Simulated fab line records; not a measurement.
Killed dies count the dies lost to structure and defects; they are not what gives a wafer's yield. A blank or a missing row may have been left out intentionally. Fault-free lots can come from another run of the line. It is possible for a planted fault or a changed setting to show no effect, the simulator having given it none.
Which of the tools did it?	flow sky130	Sampling: 12 lots, 36 wafers, 4 of 708 route steps

WHAT EACH GAUGE READ, for each wafer
SKY_POLY_CUT_CD_MEAS_08: the cd target is 270 nm.
lot	measured	on	cdNm (nm)
L476	day 25 18:32	cdSem-02	269.1 270.0 268.0
L478	day 26 18:49	cdSem-02	270.6 269.3 270.6
L477	day 26 19:59	cdSem-02	268.7 267.6 269.1
L481	day 27 22:16	cdSem-02	269.4 270.6 270.4
L485	day 29 22:02	cdSem-02	271.0 270.7 269.2
L486	day 29 22:23	cdSem-02	270.0 269.4 269.6
L488	day 29 21:45	cdSem-01	270.6 270.8 270.5
L494	day 30 20:49	cdSem-02	272.2 272.5 271.1
L495	day 31 04:01	cdSem-02	273.1 272.4 271.4
L496	day 31 17:09	cdSem-01	267.6 269.9 269.0
L497	day 31 23:48	cdSem-01	270.6 270.1 269.8
L498	day 32 04:15	cdSem-02	268.1 268.2 268.3

SKY_SD_P_CD_MEAS_07: the cd target is 380 nm.
lot	measured	on	cdNm (nm)
L476	day 26 23:56	cdSem-02	383.1 380.8 381.7
L478	day 28 00:07	cdSem-02	379.9 379.1 378.7
L477	day 28 01:21	cdSem-02	379.5 380.0 380.9
L481	day 29 00:47	cdSem-02	380.7 382.2 380.7
L485	day 31 01:05	cdSem-01	385.9 387.1 388.7
L486	day 31 01:23	cdSem-02	378.5 382.0 381.0
L488	day 31 00:33	cdSem-02	405.9 408.5 408.4
L494	day 32 00:08	cdSem-01	379.5 378.0 381.1
L495	day 32 08:13	cdSem-01	383.0 380.8 379.9
L496	day 32 21:24	cdSem-02	381.4 383.9 384.0
L497	day 33 01:57	cdSem-01	381.4 380.3 382.1
L498	day 33 06:00	cdSem-02	379.9 378.6 382.6

EACH LOT AND THE TOOL THAT RAN IT (in order: tool; ch and the chambers of the sampled wafers; start)
lot	SKY_LDD_HVN_STRIP_09	SKY_SD_P_EXPOSE_04
L476	plasmaAsher-03 ch 0,1, day 21 20:47	ilineStepper-01 ch 0, day 26 09:16
L478	plasmaAsher-04 ch 0,1, day 23 00:08	ilineStepper-02 ch 0, day 27 09:44
L477	plasmaAsher-03 ch 0,1, day 23 00:44	ilineStepper-02 ch 0, day 27 11:02
L481	plasmaAsher-01 ch 0,1, day 24 04:08	ilineStepper-02 ch 0, day 28 12:04
L485	plasmaAsher-03 ch 0,1, day 25 02:52	ilineStepper-01 ch 0, day 30 11:29
L486	plasmaAsher-04 ch 0,1, day 25 03:28	ilineStepper-01 ch 0, day 30 11:38
L488	plasmaAsher-01 ch 0,1, day 25 04:38	ilineStepper-01 ch 0, day 30 11:07
L494	plasmaAsher-03 ch 0,1, day 27 06:56	ilineStepper-02 ch 0, day 31 10:53
L495	plasmaAsher-04 ch 0,1, day 27 12:11	ilineStepper-01 ch 0, day 31 17:53
L496	plasmaAsher-03 ch 0,1, day 28 02:14	ilineStepper-01 ch 0, day 32 08:08
L497	plasmaAsher-01 ch 0,1, day 28 06:29	ilineStepper-01 ch 0, day 32 13:51
L498	plasmaAsher-01 ch 0,1, day 28 11:02	ilineStepper-01 ch 0, day 32 18:30
- SKY_LDD_HVN_STRIP_09: strips in O2/N2.
- SKY_SD_P_EXPOSE_04: exposes mask PSDM, target cd 380 nm.

WHAT THE TOOLS THEMSELVES READ (means of the sampled wafers that have a number; where no wafer has one, the mark that the record gives instead)
SKY_LDD_HVN_STRIP_09.
lot	tool	drypumpMotorCurrentA (A)	oesProductAu (a.u.)	stripTimeToEndpointS (s)
L476	plasmaAsher-03	5.8	0.415	4.105
L478	plasmaAsher-04	5.7	0.411	4.119
L477	plasmaAsher-03	6.0	0.404	4.138
L481	plasmaAsher-01	5.9	0.410	4.128
L485	plasmaAsher-03	5.8	0.404	4.106
L486	plasmaAsher-04	5.5	0.410	4.119
L488	plasmaAsher-01	5.9	0.408	4.120
L494	plasmaAsher-03	5.8	0.410	4.136
L495	plasmaAsher-04	5.7	0.410	4.125
L496	plasmaAsher-03	6.0	0.405	4.131
L497	plasmaAsher-01	5.9	0.408	4.123
L498	plasmaAsher-01	5.5	0.410	4.128

THE ANSWER, worked out from the rows above alone
Rule: the usual values come from the lots themselves. Put in order of their means at a reading, lots are off if they are a third of the lots or fewer, leave a main group of 4 or more, and stand apart from it by a gap of 3 or more times the standard deviation of the main group's means; of several such gaps the widest counts. A main group whose means are all the same, to the digits that the tables above print for the reading, isn't used. Also off: a lot with no number at a reading for which 4 or more lots have one. Any other lot the step has rows for is counted as sound. After the gauges, taken in route order, come the tools' own readings; for these a lot's mean is taken, as printed above. The first step at which some lot is off is used, and at that step the reading that is off furthest; a lot without a number counts as furthest.
Off at SKY_SD_P_CD_MEAS_07 (cdNm): L488. Main group: mean 381.4 nm, sd 2.1.
If a tool, at a process step before that reading, ran all the lots that are off and no sound lot after the first of them, it fits. Those tools and the gauges at SKY_SD_P_CD_MEAS_07 are tried in the same way. Of those tried, none fits.

WHAT THE SIMULATOR HAD INSERTED
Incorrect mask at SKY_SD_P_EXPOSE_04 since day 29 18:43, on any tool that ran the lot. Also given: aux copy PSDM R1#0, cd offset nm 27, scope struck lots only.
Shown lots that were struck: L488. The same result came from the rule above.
